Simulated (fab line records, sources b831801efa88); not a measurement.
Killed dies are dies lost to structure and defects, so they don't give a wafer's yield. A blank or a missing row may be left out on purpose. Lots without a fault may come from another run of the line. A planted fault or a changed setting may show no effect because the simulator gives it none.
fab line records | flow sfq_line
record lots=6 wafers=18 last_day=80
route steps=325 shown I3@147 M4@148
lots that met no fault: from a run of the same line without faults
start_h: hours from the record's first day to the start of the lot's first wafer shown | wait_h: hours since the lot's step before | " the same as in the row above | L1.1+2: a row that stands for several wafers | - no value, or no start given | * or withheld: withheld | < > ~ a bound
route shown NAME@n: a module of which the file shows steps, and the number in the route of the first | usual: mean/standard deviation of fault-free wafers | same: alike in all rows | chamber/n: place in a boat | sites: the reading at each site | _std_site: their standard deviation | _edge_site: outer sites' mean less inner sites' | radius_mm: how far each site lies from the wafer's centre | mask NAME#n: copy n | behind: the tool/chamber that last shaped the wafer | hold: why the lot was held/for how many hours/how that ended | device: the transistor (n, p or np) that didn't switch | end of line: the same wafers' tests at the end of the route | a step without rows: its recipe alone | killed: dies lost to structure and defects at the first sort, not the wafer's yield | map: a wafer's dies, x killed, . not, _ none there
set.NAME: the setting as run; set.NAME@STEP: as run at that earlier step | model.NAME: the simulator's own value behind a step, which no gauge read
lots at some steps of the route; a table a step, a row a wafer
services: from which hour (start_h, from the record's first day; less than 0 if before it) a tool's chamber was out of use, for how many hours, and why
## steps
# step SFQ_TRILAYER_I3_VIA_STRIP_SOLV_CLEAN_090
# recipe chemistry=NMP temp_c=70 time_s=600
# step SFQ_TRILAYER_M4_DEP_PRE_CLEAN_092
# recipe gas=Ar time_s=22.5 bias_v=250
# step SFQ_TRILAYER_M4_DEP_SPUTTER_091
# recipe material=Nb base_pressure_pa=1.33e-06 chamber_pressure_pa=0.1333 substrate_temp_c=20 resputter_cathode_voltage_v=400 target_thk_nm=200 power_w=2000 time_s=133.3
# usual throttle_valve_pct=30.7/0.78
# columns lot.wafer tool chamber start_h wait_h throttle_valve_pct
L873.1 pvd_sputter-05 - 796.27 0.0 31.8
L873.2 " - " " 30.5
L873.5 " - " " 30.5
L876.1 pvd_sputter-05 - 821.47 0.0 30.9
L876.2 " - " " 31.7
L876.6 " - " " 30.7
L880.2 pvd_sputter-04 - 849.85 0.0 31.0
L880.5 " - " " 30.6
L880.6 " - " " 31.7
L882.2 pvd_sputter-03 - 872.62 0.0 28.8
L882.4 " - " " 30.2
L882.5 " - " " 30.8
L888.1 pvd_sputter-04 - 923.02 0.0 31.1
L888.3 " - " " 31.7
L888.6 " - " " 30.6
L890.1 pvd_sputter-04 - 931.42 0.0 30.8
L890.3 " - " " 31.2
L890.5 " - " " 30.7
# step SFQ_M4_RS_MEAS_924
# recipe thk_meas_gauge=four-point-probe reads=Nb_of_TRILAYER_M4_DEP_SPUTTER_091
# usual M4_NB_RS=0.884/0.011
# columns lot.wafer tool chamber start_h wait_h M4_NB_RS[ohm/sq]
L873.1 film_metro-01 - 796.36 0.0 0.886
L873.2 " - " " 0.869
L873.5 " - " " 0.883
L876.1 film_metro-03 - 821.56 0.0 0.883
L876.2 " - " " 0.876
L876.6 " - " " 0.887
L880.2 film_metro-01 - 849.97 0.1 0.887
L880.5 " - " " 0.882
L880.6 " - " " 0.892
L882.2 film_metro-04 - 872.73 0.1 0.892
L882.4 " - " " 0.863
L882.5 " - " " 0.878
L888.1 film_metro-01 - 923.11 0.0 0.904
L888.3 " - " " 0.897
L888.6 " - " " 0.888
L890.1 film_metro-01 - 931.51 0.0 0.880
L890.3 " - " " 0.899
L890.5 " - " " 0.876
# step SFQ_TRILAYER_M4_LITHO_COAT_098
# recipe resist=BARC spin_rpm=3000 resist_thk_nm=62
# step SFQ_TRILAYER_M4_LITHO_COAT_093
# recipe resist=KrF spin_rpm=3000 resist_thk_nm=600
# step SFQ_TRILAYER_M4_LITHO_SOFTBAKE_097
# recipe temp_c=withheld time_s=withheld resist=KrF
# step SFQ_TRILAYER_M4_LITHO_EXPOSE_094
# recipe mask_id=M4 na=0.6 source_shape=conventional sigma_outer=0.65 target_cd_nm=500 dose_mj=14.4
# step SFQ_TRILAYER_M4_LITHO_PEB_096
# recipe peb_temp_c=115 peb_time_s=60 resist=KrF
# step SFQ_TRILAYER_M4_LITHO_DEVELOP_095
# recipe time_s=60 resist=KrF
# step SFQ_M4_OVL_MEAS_926
# usual M4_OVL=3/6.6
# columns lot.wafer tool chamber start_h wait_h M4_OVL[nm]
L873.1 overlay-01 - 860.24 0.1 -5
L873.2 " - " " -2
L873.5 " - " " -1
L876.1 overlay-01 - 879.44 0.1 12
L876.2 " - " " 14
L876.6 " - " " 17
L880.2 overlay-01 - 898.64 0.1 6
L880.5 " - " " 4
L880.6 " - " " 0
L882.2 overlay-02 - 914.24 0.1 15
L882.4 " - " " 7
L882.5 " - " " -1
L888.1 overlay-02 - 952.54 0.1 1
L888.3 " - " " 3
L888.6 " - " " 3
L890.1 overlay-02 - 958.54 0.1 10
L890.3 " - " " 7
L890.5 " - " " 15
# step SFQ_TRILAYER_M4_BARC_OPEN_METAL_ETCH_123
# recipe mask_material=PR chemistry=O2 target_depth_nm=125 target=BARC icp_w=600 bias_w=80 pressure_mtorr=10 time_s=41.7
# usual drypump_motor_current_A=5.5/0.37 oes_product_au=0.685/0.0046 run_length_s=69.98/0.28
# columns lot.wafer tool chamber start_h wait_h drypump_motor_current_A oes_product_au rf_hours_counter_h run_length_s model.KrF_of_TRILAYER_M4_LITHO_COAT_093.thk_nm
L873.1 rie_metal-03 0 860.27 0.0 5.3 0.686 67 69.82 525.8
L873.2 " 1 " " 5.4 0.683 59 70.09 522.5
L873.5 " 1 " " 5.4 0.685 - 69.77 521.3
L876.1 rie_metal-04 0 879.47 0.0 5.1 0.688 86 69.74 523.5
L876.2 " 1 " " 4.9 0.682 108 69.90 526.1
L876.6 " 1 " " 4.9 0.691 - 69.99 527.7
L880.2 rie_metal-04 1 898.67 0.0 4.8 0.675 112 72.55 519.9
L880.5 " 1 " " 4.8 0.661 - 72.82 519.4
L880.6 " 0 " " 5.1 0.669 - 71.95 519.4
L882.2 rie_metal-04 1 914.27 0.0 4.8 0.675 115 72.46 521.5
L882.4 " 1 " " 4.9 0.678 - 72.46 522.8
L882.5 " 0 " " 5.1 0.665 - 72.08 519.3
L888.1 rie_metal-02 1 952.57 0.0 5.9 0.681 150 69.78 522.1
L888.3 " 0 " " 5.7 0.673 - 70.19 521.6
L888.6 " 0 " " 5.7 0.688 - 69.69 522
L890.1 rie_metal-03 0 958.57 0.0 5.3 0.684 85 70.28 524.8
L890.3 " 0 " " 5.3 0.687 - 70.13 524.3
L890.5 " 0 " " 5.3 0.679 - 69.94 525.8
# step SFQ_TRILAYER_M4_ETCH_METAL_ETCH_096
# recipe target=Nb stop_on=SiO2 mask_material=PR chemistry=Cl2/Ar target_depth_nm=240 icp_w=600 bias_w=80 pressure_mtorr=10 time_s=120
# usual drypump_motor_current_A=5.5/0.37 oes_product_au=0.897/0.0084 run_length_s=148.29/0.25
# columns lot.wafer tool chamber start_h wait_h drypump_motor_current_A oes_product_au rf_hours_counter_h run_length_s
L873.1 rie_metal-03 0 860.33 0.0 5.3 0.904 67 148.61
L873.2 " 1 " " 5.4 0.909 59 148.06
L873.5 " 1 " " 5.4 0.890 - 148.44
L876.1 rie_metal-04 0 879.53 0.0 5.1 0.897 86 148.04
L876.2 " 1 " " 4.9 0.897 108 148.45
L876.6 " 1 " " 4.9 0.897 - 148.85
L880.2 rie_metal-04 1 898.73 0.0 4.9 0.898 112 148.28
L880.5 " 1 " " 4.9 0.894 - 148.83
L880.6 " 0 " " 5.1 0.892 - 148.30
L882.2 rie_metal-04 1 914.33 0.0 4.8 0.895 115 148.22
L882.4 " 1 " " 4.9 0.914 - 148.53
L882.5 " 0 " " 5.1 0.896 - 148.49
L888.1 rie_metal-02 1 952.63 0.0 5.9 0.876 150 148.20
L888.3 " 0 " " 5.8 0.888 - 148.64
L888.6 " 0 " " 5.8 0.901 - 148.15
L890.1 rie_metal-03 0 958.63 0.0 5.3 0.900 85 148.54
L890.3 " 0 " " 5.3 0.884 - 148.76
L890.5 " 0 " " 5.3 0.899 - 148.17
## services
# columns tool chamber start_h hours kind
rie_metal-03 - 837.32 15.6 pm
pvd_sputter-03 - 859.17 2.3 repair
rie_metal-03 - 866.77 14.6 pm
rie_metal-02 0 870.79 - clean
rie_metal-02 0 870.79 25.8 scheduled_down
rie_metal-02 0 870.79 25.8 vent_cycle
rie_metal-04 - 888.16 1.4 pm
pvd_sputter-03 - 927.53 0.5 repair
pvd_sputter-03 3 937.41 - consumable_replace:kit
pvd_sputter-03 3 937.41 18.0 scheduled_down
pvd_sputter-03 3 937.41 18.0 vent_cycle
rie_metal-03 1 942.42 2.1 repair
## key
first_sign step=SFQ_TRILAYER_M4_BARC_OPEN_METAL_ETCH_123 reading=run_length_s direction=up sigmas=8.6 usual=* struck=*
effect step=SFQ_TRILAYER_M4_BARC_OPEN_METAL_ETCH_123 reading=oes_product_au direction=down sigmas=3.2 usual=0.685 struck=0.670
model_effect step=SFQ_TRILAYER_M4_BARC_OPEN_METAL_ETCH_123 value=KrF_of_TRILAYER_M4_LITHO_COAT_093.thk_nm without=523.1 struck=520.4
met_at SFQ_TRILAYER_M4_BARC_OPEN_METAL_ETCH_123
struck_wafers L880.2,L880.5,L880.6,L882.2,L882.4,L882.5
onset_between 879.47 898.67
fault kind=process_parameter_drift tool=rie_metal-04 chamber=- onset_h=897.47 steps=SFQ_TRILAYER_M4_BARC_OPEN_METAL_ETCH_123 channel=time_s offset=* shape=step end_h=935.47 acts_in=* stated=*
